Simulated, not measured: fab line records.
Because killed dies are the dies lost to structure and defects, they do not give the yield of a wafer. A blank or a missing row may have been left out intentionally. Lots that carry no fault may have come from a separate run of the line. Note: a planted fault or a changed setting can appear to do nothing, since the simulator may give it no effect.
The tool behind it: which one? ; flow gf180mcu ; 13 lots with 39 wafers sampled at 5 steps, on a route of 602 steps

## WHAT THE GAUGES READ, wafer by wafer
GF_V2_RS_MEAS_24: a four-point-probe measurement. Usual: V2_W_RS 0.327 ohm/sq, standard deviation 0.0045.
lot;measured;on;V2_W_RS (ohm/sq);flag
L669;day 20 15:19;filmMetro-02;0.328 0.317 0.328;
L668;day 20 19:05;filmMetro-01;0.321 0.317 0.322;
L671;day 21 13:04;filmMetro-02;0.326 0.327 0.323;
L672;day 21 14:50;filmMetro-03;0.327 0.328 0.327;
L676;day 23 04:10;filmMetro-01;0.332 0.336 0.331;
L677;day 23 11:31;filmMetro-02;0.327 0.325 0.326;
L679;day 24 04:46;filmMetro-02;0.325 0.330 0.327;
L684;day 25 21:47;filmMetro-02;0.196 0.195 0.194 0.196 0.195 0.195;OFF
L685;day 26 21:31;filmMetro-03;0.193 0.195 0.192 0.193 0.195 0.192;OFF
L686;day 27 07:20;filmMetro-03;0.328 0.329 0.327;
L688;day 28 02:15;filmMetro-01;0.333 0.329 0.331;
L690;day 28 06:25;filmMetro-02;0.332 0.333 0.334;
L691;day 28 11:37;filmMetro-01;0.328 0.330 0.334;

GF_M3_RS_MEAS_05: a four-point-probe measurement. Usual: M3_ALCU_RS 0.0693 ohm/sq, standard deviation 0.00063.
lot;measured;on;M3_ALCU_RS (ohm/sq);flag
L669;day 20 16:01;filmMetro-02;0.0685 0.0686 0.0688;
L668;day 20 19:47;filmMetro-01;0.0692 0.0686 0.0698;
L671;day 21 13:46;filmMetro-01;0.0699 0.0682 0.0698;
L672;day 21 15:32;filmMetro-01;0.0699 0.0699 0.0702;
L676;day 23 04:53;filmMetro-01;0.0689 0.0687 0.0688;
L677;day 23 12:13;filmMetro-04;0.0683 0.0692 0.0696;
L679;day 24 05:28;filmMetro-04;0.0700 0.0704 0.0703;
L686;day 27 08:02;filmMetro-01;0.0701 0.0695 0.0698;
L688;day 28 02:57;filmMetro-02;0.0689 0.0691 0.0692;
L690;day 28 07:07;filmMetro-04;0.0693 0.0701 0.0698;
L691;day 28 12:19;filmMetro-01;0.0688 0.0681 0.0693;

## WHAT TOOL EACH LOT RAN ON (gives the tool, then ch and the chambers of the sampled wafers, and finally the start)
lot;GF_V2_ETCH_17;GF_V2_SPUTTER_22;GF_V2_CVD_23
L669;rieDiel-01 ch 1,2,3, day 20 15:05 or earlier;pvdSputter-02, day 20 15:05;cvdW-01 ch 0,1, day 20 15:10
L668;rieDiel-04 ch 0,1, day 20 18:50 or earlier;pvdSputter-02, day 20 18:50;cvdW-01 ch 0, day 20 18:52
L671;rieDiel-03 ch 0,2,3, day 21 12:55 or earlier;pvdSputter-01, day 21 12:55;cvdW-01 ch 0,1, day 21 12:57
L672;rieDiel-01 ch 1,2, day 21 14:41 or earlier;pvdSputter-04, day 21 14:41;cvdW-02 ch 0,1, day 21 14:43
L676;rieDiel-03 ch 2,3, day 23 03:59 or earlier;pvdSputter-01, day 23 03:59;cvdW-02 ch 0,1, day 23 04:04
L677;rieDiel-03 ch 0,1,3, day 23 11:20 or earlier;pvdSputter-01, day 23 11:20;cvdW-01 ch 1, day 23 11:23
L679;rieDiel-04 ch 1,2,3, day 24 04:35 or earlier;pvdSputter-02, day 24 04:35;cvdW-01 ch 0,1, day 24 04:40
L684;rieDiel-04 ch 1,2, day 25 21:37 or earlier;pvdSputter-01, day 25 21:37;cvdW-01 ch 1, day 25 21:40
L685;rieDiel-01 ch 0,1,3, day 26 21:20 or earlier;pvdSputter-02, day 26 21:20;cvdW-01 ch 0,1, day 26 21:25
L686;rieDiel-03 ch 0,3, day 27 07:10 or earlier;pvdSputter-02, day 27 07:10;cvdW-02 ch 0,1, day 27 07:13
L688;rieDiel-03 ch 1,2,3, day 28 02:05 or earlier;pvdSputter-02, day 28 02:05;cvdW-02 ch 0,1, day 28 02:07
L690;rieDiel-04 ch 0,2, day 28 06:16 or earlier;pvdSputter-02, day 28 06:16;cvdW-02 ch 0,1, day 28 06:19
L691;rieDiel-03 ch 0,1,2, day 28 11:28 or earlier;pvdSputter-04, day 28 11:28;cvdW-02 ch 0,1, day 28 11:31
- GF_V2_ETCH_17: etches SiO2 in C4F8/O2/Ar, stops on TiN, target depth 630 nm.
- GF_V2_SPUTTER_22: material TiN, target thk 10 nm, time 40 s.
- GF_V2_CVD_23: deposits W, target thk 350 nm, time 104.94 s.

## WHAT THE TOOLS THEMSELVES READ (means of the sampled wafers that have a number; where no wafer has one, the mark that the record gives instead)
GF_V2_ETCH_17. Usual: 0.856 a.u. for oesProductAu, sd 0.0042.
lot;tool;oesProductAu (a.u.);flag
L669;rieDiel-01;0.858;
L668;rieDiel-04;0.858;
L671;rieDiel-03;0.852;
L672;rieDiel-01;0.862;
L676;rieDiel-03;0.852;
L677;rieDiel-03;0.857;
L679;rieDiel-04;0.860;
L684;rieDiel-04;0.856;
L685;rieDiel-01;0.859;
L686;rieDiel-03;0.858;
L688;rieDiel-03;0.853;
L690;rieDiel-04;0.851;
L691;rieDiel-03;0.859;

GF_V2_SPUTTER_22. Usual: 30.2 % for throttleValvePct, sd 1.2.
lot;tool;throttleValvePct (%);flag
L669;pvdSputter-02;29.7;
L668;pvdSputter-02;29.6;
L671;pvdSputter-01;31.7;
L672;pvdSputter-04;29.0;
L676;pvdSputter-01;32.8;
L677;pvdSputter-01;31.2;
L679;pvdSputter-02;29.5;
L684;pvdSputter-01;30.7;
L685;pvdSputter-02;29.7;
L686;pvdSputter-02;29.5;
L688;pvdSputter-02;29.9;
L690;pvdSputter-02;29.9;
L691;pvdSputter-04;29.5;

GF_V2_CVD_23. Usual: heaterPowerOuterW 509 W, standard deviation 23; heaterPowerW 864 W, standard deviation 42; susceptorTempC 399.96 C, standard deviation 0.22.
lot;tool;heaterPowerOuterW (W);heaterPowerW (W);susceptorTempC (C);flag
L669;cvdW-01;517;872;399.78;
L668;cvdW-01;480;808;400.11;
L671;cvdW-01;499;843;399.85;
L672;cvdW-02;513;853;399.98;
L676;cvdW-02;528;865;399.90;
L677;cvdW-01;522;923;399.73;
L679;cvdW-01;505;885;400.01;
L684;cvdW-01;682;1154;438.54;OFF
L685;cvdW-01;643;1078;438.57;OFF
L686;cvdW-02;517;869;399.95;
L688;cvdW-02;529;859;400.05;
L690;cvdW-02;528;873;400.09;
L691;cvdW-02;512;866;400.21;

## THE ANSWER, worked out from the rows above alone
Rule: lot off if the mean of its wafers having a number is beyond 3 standard deviations from the usual mean. Also off: a lot with no number at a reading for which 4 or more lots have one. All remaining lots with rows at the step are treated as sound. First the gauges in route order, then the tools' own readings, where a lot's mean is used as printed above. The first step at which some lot is off is used, and at that step the reading that is off furthest; a lot without a number counts as furthest.
Off: L684, L685, seen at GF_V2_RS_MEAS_24 (V2_W_RS).
A tool fits if, at a process step before that reading, it ran every lot that is off, and no sound lot after the first of them. Not tried: the gauges at GF_V2_RS_MEAS_24; whatever is off there is also off at GF_V2_CVD_23, on other tools, and gauge error can't account for it. GF_V2_ETCH_17 gives no start for some lots, so the hours and the order of its lots are those of GF_V2_SPUTTER_22. One fits: cvdW-01 at GF_V2_CVD_23. A fault onset in the window from L679 (day 24 04:40, its last sound lot) to L684 (day 25 21:40, its first lot off) fits.
The tool's own readings at GF_V2_CVD_23 bear it out: on the lots that are off they differ by more than 5 times the standard deviation of the sound lots' means. heaterPowerOuterW reads 662 W there against 514 W on the sound lots; heaterPowerW reads 1116 W there against 865 W on the sound lots; susceptorTempC reads 438.56 C there against 399.97 C on the sound lots.

## WHAT THE SIMULATOR HAD INSERTED
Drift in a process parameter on cvdW-01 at GF_V2_CVD_23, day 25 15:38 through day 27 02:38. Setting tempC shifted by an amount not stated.
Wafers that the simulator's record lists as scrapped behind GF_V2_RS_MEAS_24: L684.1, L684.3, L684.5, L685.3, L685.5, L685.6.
Struck lots among those shown: L684, L685. The rule given above showed the same thing.
